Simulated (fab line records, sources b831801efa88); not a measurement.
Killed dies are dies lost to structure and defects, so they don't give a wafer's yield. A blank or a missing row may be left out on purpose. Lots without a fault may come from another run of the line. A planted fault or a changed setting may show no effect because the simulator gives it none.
fab line records | flow sky130
record lots=12 wafers=36 last_day=50
route steps=708 shown DNWELL@43 PWDE@52 VT_ADJUST_HVTR@140 SONOS_TUNNEL@166
lots that met no fault: from a run of the same line without faults
start_h: hours from the record's first day to the start of the lot's first wafer shown | wait_h: hours since the lot's step before | " the same as in the row above | L1.1+2: a row that stands for several wafers | - no value, or no start given | * or withheld: withheld | < > ~ a bound
route shown NAME@n: a module of which the file shows steps, and the number in the route of the first | usual: mean/standard deviation of fault-free wafers | same: alike in all rows | chamber/n: place in a boat | sites: the reading at each site | _std_site: their standard deviation | _edge_site: outer sites' mean less inner sites' | radius_mm: how far each site lies from the wafer's centre | mask NAME#n: copy n | behind: the tool/chamber that last shaped the wafer | hold: why the lot was held/for how many hours/how that ended | device: the transistor (n, p or np) that didn't switch | end of line: the same wafers' tests at the end of the route | a step without rows: its recipe alone | killed: dies lost to structure and defects at the first sort, not the wafer's yield | map: a wafer's dies, x killed, . not, _ none there
set.NAME: the setting as run; set.NAME@STEP: as run at that earlier step | model.NAME: the simulator's own value behind a step, which no gauge read
steps of the route over a sample of lots; a table a step, a row a wafer
services: from which hour (start_h, from the record's first day; less than 0 if before it) a tool's chamber was out of use, for how many hours, and why
## steps
# step SKY_DNWELL_STRIP_08
# recipe chemistry=O2/N2 power_w=1400 pressure_mtorr=1500 platen_temp_c=withheld o2_flow_sccm=3000 n2_flow_sccm=300 overash_fraction=0.5
# usual drypump_motor_current_A=5.7/0.36 oes_product_au=0.723/0.0044 strip_time_to_endpoint_s=36.97/0.11
# columns lot.wafer tool chamber start_h wait_h drypump_motor_current_A oes_product_au rf_hours_counter_h strip_time_to_endpoint_s
L403.2 plasma_asher-04 1 58.13 0.1 5.5 0.720 35 37.03
L403.3 " 0 " " 6.0 0.716 - 37.01
L403.5 " 0 " " 6.0 0.732 - 36.81
L404.1 plasma_asher-01 0 63.78 0.1 5.5 0.724 39 36.78
L404.3 " 0 " " 5.5 0.734 - 36.88
L404.5 " 1 " " 5.9 0.726 - 36.90
L406.2 plasma_asher-04 1 72.43 0.1 5.5 0.718 36 36.98
L406.4 " 1 " " 5.5 0.719 - 36.95
L406.6 " 0 " " 6.0 0.724 - 37.06
L407.1 plasma_asher-01 1 80.16 0.1 5.8 0.725 41 36.87
L407.5 " 0 " " 5.4 0.724 - 36.94
L407.6 " 1 " " 5.8 0.722 - 37.00
L408.3 plasma_asher-04 1 84.61 0.1 5.5 0.728 - 36.95
L408.4 " 0 " " 6.0 0.719 - 37.01
L408.5 " 0 " " 6.0 0.730 - 37.01
L409.1 plasma_asher-04 1 89.41 0.1 5.5 0.715 38 37.02
L409.2 " 0 " " 6.0 0.720 38 36.86
L409.3 " 0 " " 6.0 0.724 - 37.01
L411.2 plasma_asher-04 1 100.88 0.1 5.5 0.722 39 37.01
L411.5 " 0 " " 6.0 0.720 - 36.91
L411.6 " 1 " " 5.5 0.727 - 36.93
L415.1 plasma_asher-02 0 121.68 0.1 6.2 0.723 0 36.81
L415.5 " 1 " " 5.2 0.720 - 36.82
L415.6 " 0 " " 6.3 0.720 - 36.72
L420.2 plasma_asher-02 1 155.53 0.1 5.2 0.727 4 36.86
L420.3 " 1 " " 5.2 0.719 - 36.83
L420.4 " 0 " " 6.2 0.729 - 36.97
L421.1 plasma_asher-02 1 156.46 0.1 5.2 0.730 4 36.87
L421.2 " 0 " " 6.3 0.725 4 36.94
L421.5 " 0 " " 6.3 0.715 - 36.91
L423.3 plasma_asher-02 1 171.91 0.1 5.2 0.726 - 37.08
L423.4 " 0 " " 6.3 0.720 - 37.05
L423.6 " 1 " " 5.2 0.723 - 37.21
L424.2 plasma_asher-04 1 173.43 0.1 5.5 0.728 46 36.99
L424.3 " 1 " " 5.5 0.716 - 36.93
L424.5 " 0 " " 6.0 0.728 - 37.05
# step SKY_PWDE_OVL_MEAS_07
# usual PWDE_OVL=1.2/1.3
# columns lot.wafer tool chamber start_h wait_h PWDE_OVL[nm]
L403.2 overlay-02 - 74.68 - -1.0
L403.3 " - " " 0.4
L403.5 " - " " -0.5
L404.1 overlay-02 - 80.98 - 1.7
L404.3 " - " " 2.4
L404.5 " - " " 0.5
L406.2 overlay-01 - 89.13 - 0.9
L406.4 " - " " -1.5
L406.6 " - " " -0.8
L407.1 overlay-02 - 97.02 - -0.6
L407.5 " - " " 2.4
L407.6 " - " " 2.2
L408.3 overlay-02 - 101.59 - 1.3
L408.4 " - " " 1.0
L408.5 " - " " 0.9
L409.1 overlay-02 - 107.88 - 1.3
L409.2 " - " " 1.8
L409.3 " - " " 1.8
L411.2 overlay-02 - 118.03 - 1.9
L411.5 " - " " 0.9
L411.6 " - " " 3.0
L415.1 overlay-02 - 140.12 - 3.9
L415.5 " - " " 3.2
L415.6 " - " " 1.6
L420.2 overlay-01 - 175.89 - 1.7
L420.3 " - " " 1.1
L420.4 " - " " 1.3
L421.1 overlay-01 - 176.62 - -0.4
L421.2 " - " " 2.4
L421.5 " - " " 1.7
L423.3 overlay-01 - 192.99 - 0.0
L423.4 " - " " -0.7
L423.6 " - " " 1.6
L424.2 overlay-01 - 194.79 - -0.8
L424.3 " - " " 1.1
L424.5 " - " " 0.4
# step SKY_VT_ADJUST_HVTR_IMPLANT_09
# recipe species=B energy_kev=10 dose_cm2=2.1e+12 tilt_deg=withheld
# usual dose_ions_cm2=2.1002e+12/2.2e+09 end_station_pressure_torr=5.04e-06/2.9e-07 faraday_current_uA=11.86/0.23
# columns lot.wafer tool chamber start_h wait_h dose_ions_cm2 end_station_pressure_torr faraday_current_uA
L403.2 implanter-01 0 210.80 0.0 2.0982e+12 5.5e-06 11.62
L403.3 " 0 " " 2.0989e+12 5.45e-06 11.77
L403.5 " 0 " " 2.099e+12 5.2e-06 11.76
L404.1 implanter-01 0 219.68 0.0 2.0991e+12 4.81e-06 11.87
L404.3 " 0 " " 2.1e+12 4.74e-06 11.76
L404.5 " 0 " " 2.0999e+12 5.25e-06 11.62
L406.2 implanter-02 0 232.19 0.0 2.1001e+12 5.46e-06 11.48
L406.4 " 0 " " 2.101e+12 4.66e-06 11.79
L406.6 " 0 " " 2.1011e+12 4.9e-06 11.50
L407.1 implanter-01 0 242.13 0.0 2.1007e+12 5e-06 11.87
L407.5 " 0 " " 2.0977e+12 4.66e-06 12.14
L407.6 " 0 " " 2.1016e+12 4.85e-06 12.24
L408.3 implanter-02 0 247.33 0.1 2.1012e+12 5.21e-06 11.91
L408.4 " 0 " " 2.1036e+12 5.13e-06 11.94
L408.5 " 0 " " 2.0978e+12 4.7e-06 12.19
L409.1 implanter-04 0 257.12 0.0 2.0999e+12 4.71e-06 11.66
L409.2 " 0 " " 2.0987e+12 5.44e-06 12.14
L409.3 " 0 " " 2.0995e+12 5.31e-06 11.99
L411.2 implanter-01 0 269.74 0.0 2.1004e+12 4.75e-06 11.77
L411.5 " 0 " " 2.1017e+12 5.25e-06 11.70
L411.6 " 0 " " 2.0985e+12 5.36e-06 11.62
L415.1 implanter-02 0 295.42 0.0 2.1032e+12 5.44e-06 11.61
L415.5 " 0 " " 2.1028e+12 4.39e-06 12.36
L415.6 " 0 " " 2.1009e+12 5.22e-06 12.04
L420.2 implanter-02 0 344.95 0.0 2.0976e+12 5.2e-06 11.67
L420.3 " 0 " " 2.1e+12 5.1e-06 11.68
L420.4 " 0 " " 2.101e+12 5.3e-06 11.92
L421.1 implanter-01 0 345.92 0.0 5.133e+11 4.82e-06 2.99
L421.2 " 0 " " 5.127e+11 5.37e-06 2.93
L421.5 " 0 " " 5.114e+11 4.94e-06 2.78
L423.3 implanter-01 0 365.92 0.1 5.157e+11 4.95e-06 2.86
L423.4 " 0 " " 5.122e+11 4.93e-06 2.94
L423.6 " 0 " " 5.143e+11 5.4e-06 2.94
L424.2 implanter-04 0 369.04 0.0 2.103e+12 5.4e-06 11.75
L424.3 " 0 " " 2.0994e+12 5.04e-06 11.97
L424.5 " 0 " " 2.1058e+12 4.94e-06 11.94
# step SKY_VT_ADJUST_HVTR_TW_MEAS_11
# usual VT_ADJUST_HVTR_TW=209.7/0.98
# columns lot.wafer tool chamber start_h wait_h VT_ADJUST_HVTR_TW
L403.2 film_metro-03 - 211.04 0.1 208.6
L403.3 " - " " 209.5
L403.5 " - " " 209.0
L404.1 film_metro-03 - 219.93 0.1 210.4
L404.3 " - " " 209.9
L404.5 " - " " 209.4
L406.2 film_metro-03 - 232.43 0.1 210.9
L406.4 " - " " 210.8
L406.6 " - " " 211.0
L407.1 film_metro-03 - 242.38 0.1 210.5
L407.5 " - " " 209.8
L407.6 " - " " 210.8
L408.3 film_metro-01 - 247.55 0.1 208.0
L408.4 " - " " 209.7
L408.5 " - " " 209.0
L409.1 film_metro-03 - 257.37 0.1 209.4
L409.2 " - " " 209.7
L409.3 " - " " 209.3
L411.2 film_metro-03 - 269.98 0.1 210.4
L411.5 " - " " 210.4
L411.6 " - " " 210.8
L415.1 film_metro-03 - 295.67 0.1 211.1
L415.5 " - " " 211.8
L415.6 " - " " 211.3
L420.2 film_metro-01 - 345.18 0.1 208.8
L420.3 " - " " 209.4
L420.4 " - " " 209.1
L421.1 film_metro-01 - 346.17 0.1 142.6
L421.2 " - " " 142.0
L421.5 " - " " 142.3
L423.3 film_metro-01 - 366.14 0.1 143.9
L423.4 " - " " 143.7
L423.6 " - " " 143.7
L424.2 film_metro-03 - 369.28 0.1 209.4
L424.3 " - " " 209.5
L424.5 " - " " 209.9
# step SKY_SONOS_TUNNEL_TW_MEAS_12
# usual SONOS_TUNNEL_TW=196.4/0.99
# columns lot.wafer tool chamber start_h wait_h SONOS_TUNNEL_TW
L403.2 film_metro-04 - 257.24 0.0 196.6
L403.3 " - " " 196.6
L403.5 " - " " 196.4
L404.1 film_metro-02 - 267.91 0.0 195.1
L404.3 " - " " 196.5
L404.5 " - " " 194.6
L406.2 film_metro-04 - 281.38 0.0 196.9
L406.4 " - " " 197.4
L406.6 " - " " 197.4
L407.1 film_metro-04 - 291.78 0.0 196.1
L407.5 " - " " 195.9
L407.6 " - " " 196.7
L408.3 film_metro-04 - 295.93 0.0 196.9
L408.4 " - " " 197.4
L408.5 " - " " 194.8
L409.1 film_metro-02 - 307.35 0.0 196.3
L409.2 " - " " 195.1
L409.3 " - " " 195.4
L411.2 film_metro-02 - 320.60 0.0 195.1
L411.5 " - " " 194.3
L411.6 " - " " 196.0
L415.1 film_metro-03 - 349.00 0.0 196.1
L415.5 " - " " 196.5
L415.6 " - " " 196.1
L420.2 film_metro-04 - 402.75 0.0 197.2
L420.3 " - " " 196.7
L420.4 " - " " 196.5
L421.1 film_metro-03 - 403.98 0.0 196.8
L421.2 " - " " 197.3
L421.5 " - " " 196.5
L423.3 film_metro-03 - 424.36 0.0 197.5
L423.4 " - " " 197.5
L423.6 " - " " 196.2
L424.2 film_metro-02 - 427.71 0.0 194.4
L424.3 " - " " 195.9
L424.5 " - " " 196.5
## services
# columns tool chamber start_h hours kind
plasma_asher-02 - 38.24 2.9 repair
implanter-01 - 83.39 1.4 repair
plasma_asher-02 - 108.75 9.0 pm
plasma_asher-02 0 108.75 9.0 vent_cycle
plasma_asher-02 1 108.75 9.0 vent_cycle
implanter-02 - 112.22 106.0 repair
plasma_asher-02 0 117.75 - clean
plasma_asher-02 1 117.75 - clean
plasma_asher-01 - 118.79 2.6 repair
implanter-02 - 150.90 2.4 repair
implanter-01 - 166.38 0.5 repair
plasma_asher-01 - 229.29 2.8 pm
plasma_asher-04 - 232.29 2.2 repair
plasma_asher-04 - 240.67 14.6 pm
implanter-01 - 246.20 1.2 repair
plasma_asher-01 - 261.39 3.1 repair
plasma_asher-02 - 276.58 3.1 repair
plasma_asher-01 - 337.55 14.6 pm
## key
first_sign step=SKY_VT_ADJUST_HVTR_IMPLANT_09 reading=dose_ions_cm2 direction=down sigmas=99+ usual=* struck=*
effect step=SKY_VT_ADJUST_HVTR_IMPLANT_09 reading=faraday_current_uA direction=down sigmas=39 usual=11.86 struck=2.91
effect step=SKY_VT_ADJUST_HVTR_TW_MEAS_11 reading=VT_ADJUST_HVTR_TW direction=down sigmas=68 usual=209.7 struck=143.1
met_at SKY_VT_ADJUST_HVTR_IMPLANT_09
struck_lots L421,L423
tester_left_out L421,L423
not_acting_at SKY_DNWELL_STRIP_08,SKY_PWDE_OVL_MEAS_07,SKY_SONOS_TUNNEL_TW_MEAS_12
onset_between 269.74 345.92
fault kind=process_parameter_drift tool=implanter-01 chamber=- onset_h=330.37 steps=SKY_VT_ADJUST_HVTR_IMPLANT_09 channel=dose_cm2 offset=* shape=step end_h=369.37 acts_in=* stated=*
# tester_left_out: of these lots the tester's yield and bins aren't shown, on N5 and GAA mostly nor the transistor test; their killed dies are dies lost to structure and defects alone, not to doping, threshold or leakage, so they don't give the yield
